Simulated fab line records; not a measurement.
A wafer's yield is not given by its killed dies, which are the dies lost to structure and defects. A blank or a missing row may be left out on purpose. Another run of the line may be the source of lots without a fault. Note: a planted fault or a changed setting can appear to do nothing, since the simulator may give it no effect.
Chamber matching | flow gf180mcu | 4 sister chambers for GF_CONTACT_CMP_04 on cmp-02
The step polishes SiO2. 14 wafers are shown with their chamber, then 7 later ones without.

EACH WAFER AND ITS CHAMBER
wafer  | chamber | motor-current-A (A) | time-to-endpoint-s (s) | slurry-filter-dp-kPa (kPa)
L223.2 | 0       | 12.9                | 104                    | 13.59
L223.5 | 2       | 11.0                | 108                    | 13.75
L223.6 | 1       | 11.9                | 108                    | 13.42
L224.1 | 2       | 11.1                | 111                    | 13.59
L224.3 | 3       | 11.0                | 106                    | 13.54
L224.6 | 1       | 12.6                | 115                    | 13.42
L235.4 | 3       | 11.5                | 108                    | 13.96
L235.5 | 3       | 11.5                | 110                    | 13.37
L235.6 | 2       | 10.2                | 108                    | 13.56
L237.1 | 1       | 12.4                | 106                    | 13.53
L237.3 | 2       | 10.9                | 111                    | 13.44
L237.4 | 0       | 11.9                | 109                    | 13.29
L239.2 | 1       | 12.8                | 108                    | 13.24
L239.3 | 3       | 10.9                | 108                    | 13.42

SIGNATURES, as means of the wafers listed above
reading              | chamber 0 | chamber 1 | chamber 2 | chamber 3 | scatter within a chamber
motor-current-A      | 12.400    | 12.425    | 10.800    | 11.225    | 0.419
time-to-endpoint-s   | 106.50    | 109.25    | 109.50    | 108.00    | 2.76
slurry-filter-dp-kPa | 13.4400   | 13.4025   | 13.5850   | 13.5725   | 0.188
Rule: a wafer's distance from a chamber is the root of the sum, over the readings, of the square of ((its reading less the chamber's mean) divided by the reading's scatter). The wafer belongs to the nearest chamber; if the next one is less than 2 further off, it can't be placed. The scatter: the root of (the sum of the squares of (reading less its chamber's mean) over the shown wafers, divided by (wafers less chambers)).

WAFERS MISSING THEIR CHAMBER
wafer  | motor-current-A (A) | time-to-endpoint-s (s) | slurry-filter-dp-kPa (kPa)
L239.6 | 11.4                | 105                    | 13.66
L240.3 | 11.3                | 102                    | 13.52
L240.4 | 12.8                | 109                    | 13.49
L240.5 | 11.1                | 111                    | 13.45
L241.2 | 11.7                | 104                    | 13.58
L241.3 | 12.1                | 101                    | 13.58
L241.4 | 11.4                | 109                    | 13.43

EACH ONE'S CHAMBER
wafer  | from the rows above               | in truth
L239.6 | can't be placed: 3 or 2 or 0 or 1 | 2
L240.3 | can't be placed: 3 or 2 or 0 or 1 | 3
L240.4 | can't be placed: 1 or 0           | 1
L240.5 | can't be placed: 2 or 3           | 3
L241.2 | can't be placed: 3 or 0 or 1 or 2 | 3
L241.3 | can't be placed: 0 or 1 or 3      | 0
L241.4 | can't be placed: 3 or 2 or 1 or 0 | 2
Correct placement for 0 of the 7. These rows do not allow placing 7 (true chamber among the candidates in 7). Wrongly placed: 0.
